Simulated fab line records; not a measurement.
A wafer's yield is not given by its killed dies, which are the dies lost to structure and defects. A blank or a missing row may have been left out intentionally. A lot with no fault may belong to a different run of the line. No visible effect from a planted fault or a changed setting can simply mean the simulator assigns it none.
Which tool did it? -- flow gf180mcu -- 30 wafers from 10 lots sampled at 5 of the route's 602 steps

WHAT THE GAUGES READ, wafer by wafer
GF_TOP_METAL_CD_MEAS_14 targets a cd of 440 nm.
lot,measured,on,cd_nm (nm)
L842,day 28 02:15,cd_sem-02,444.0 443.7 442.1
L844,day 28 18:02,cd_sem-02,441.8 439.2 440.5
L847,day 29 16:30,cd_sem-02,438.3 437.3 440.4
L848,day 30 02:05,cd_sem-02,437.6 437.7 436.4
L849,day 30 13:05,cd_sem-01,440.1 441.6 438.3
L851,day 30 18:39,cd_sem-02,440.4 440.5 438.2
L852,day 31 01:16,cd_sem-02,439.0 437.9 440.1
L853,day 31 11:41,cd_sem-01,440.7 442.9 439.4
L858,day 32 17:16,cd_sem-02,430.7 428.3 429.5
L860,day 33 02:05,cd_sem-02,429.8 429.0 429.9

WHAT TOOL EACH LOT RAN ON (gives the tool, then ch and the chambers of the sampled wafers, and finally the start)
lot,GF_M5_ETCH_09,GF_M5_STRIP_11,GF_V5_CMP_26,GF_TOP_METAL_COAT_09
L842,"rie_diel-04 ch 0,1, day 26 07:02","plasma_asher-04 ch 0,1, day 26 07:11","cmp-02 ch 0,2, day 27 06:19","litho_track-04 ch 0, day 27 16:22"
L844,"rie_diel-03 ch 1,3, day 26 23:24","plasma_asher-01 ch 0,1, day 26 23:33","cmp-02 ch 1,2,3, day 27 21:56","litho_track-02 ch 0, day 28 08:05"
L847,"rie_diel-02 ch 1,3, day 27 22:53","plasma_asher-01 ch 0,1, day 27 23:10","cmp-02 ch 2,3, day 28 21:16","litho_track-02 ch 0, day 29 06:52"
L848,"rie_diel-04 ch 0,1,3, day 28 08:39","plasma_asher-01 ch 0,1, day 28 08:50","cmp-02 ch 1,2, day 29 07:11","litho_track-04 ch 0, day 29 17:05"
L849,"rie_diel-04 ch 0,1,3, day 28 19:47","plasma_asher-01 ch 0,1, day 28 19:56","cmp-01 ch 0,2,3, day 29 17:35","litho_track-01 ch 0, day 30 03:32"
L851,"rie_diel-02 ch 0,3, day 29 02:40","plasma_asher-01 ch 0,1, day 29 02:50","cmp-01 ch 0,2, day 30 00:00","litho_track-04 ch 0, day 30 09:27"
L852,"rie_diel-02 ch 2,3, day 29 10:07","plasma_asher-01 ch 0,1, day 29 10:17","cmp-01 ch 0,3, day 30 07:05","litho_track-04 ch 0, day 30 16:08"
L853,"rie_diel-03 ch 1,2,3, day 29 20:26","plasma_asher-04 ch 0,1, day 29 20:36","cmp-01 ch 1,2,3, day 30 17:24","litho_track-04 ch 0, day 31 02:57"
L858,"rie_diel-04 ch 1,2, day 31 03:42","plasma_asher-01 ch 0,1, day 31 03:53","cmp-01 ch 0,2,3, day 32 00:14","litho_track-04 ch 0, day 32 08:44"
L860,"rie_diel-02 ch 0,1,3, day 31 15:17","plasma_asher-01 ch 0,1, day 31 15:26","cmp-01 ch 0,2,3, day 32 09:55","litho_track-04 ch 0, day 32 18:20"
- GF_M5_ETCH_09: etches Si3N4 in CF4/O2, target depth 52 nm, time 11.6 s.
- GF_M5_STRIP_11: strips in O2/N2.
- GF_V5_CMP_26: polishes, stops on SiO2, t overpolish 15 s, target thk 0 nm.
- GF_TOP_METAL_COAT_09: resist thk 1500 nm.

THE ANSWER, worked out from the rows above alone
Rule: what is usual is taken from the lots themselves. Put in order of their means at a reading, lots are off if they are a third of the lots or fewer, leave a main group of 4 or more, and stand apart from it by a gap of 3 or more times the standard deviation of the main group's means; of several such gaps the widest counts. If all means in a main group match to the digits the tables above print for the reading, that group is not used. Also off: a lot with no number at a reading for which 4 or more lots have one. Where the step has rows for the other lots, those lots are counted as sound.
Off: L858, L860, at GF_TOP_METAL_CD_MEAS_14 (cd_nm). Main group: mean 439.9 nm, sd 1.7.
A tool fits if, at a process step before that reading, it ran every lot that is off, and no sound lot after the first of them. The gauges at GF_TOP_METAL_CD_MEAS_14 are tried like those tools. Can't be told from this: 4 tools fit, plasma_asher-01 at GF_M5_STRIP_11, cmp-01 at GF_V5_CMP_26, litho_track-04 at GF_TOP_METAL_COAT_09, cd_sem-02 at GF_TOP_METAL_CD_MEAS_14.

WHAT HAD BEEN PUT IN BY THE SIMULATOR
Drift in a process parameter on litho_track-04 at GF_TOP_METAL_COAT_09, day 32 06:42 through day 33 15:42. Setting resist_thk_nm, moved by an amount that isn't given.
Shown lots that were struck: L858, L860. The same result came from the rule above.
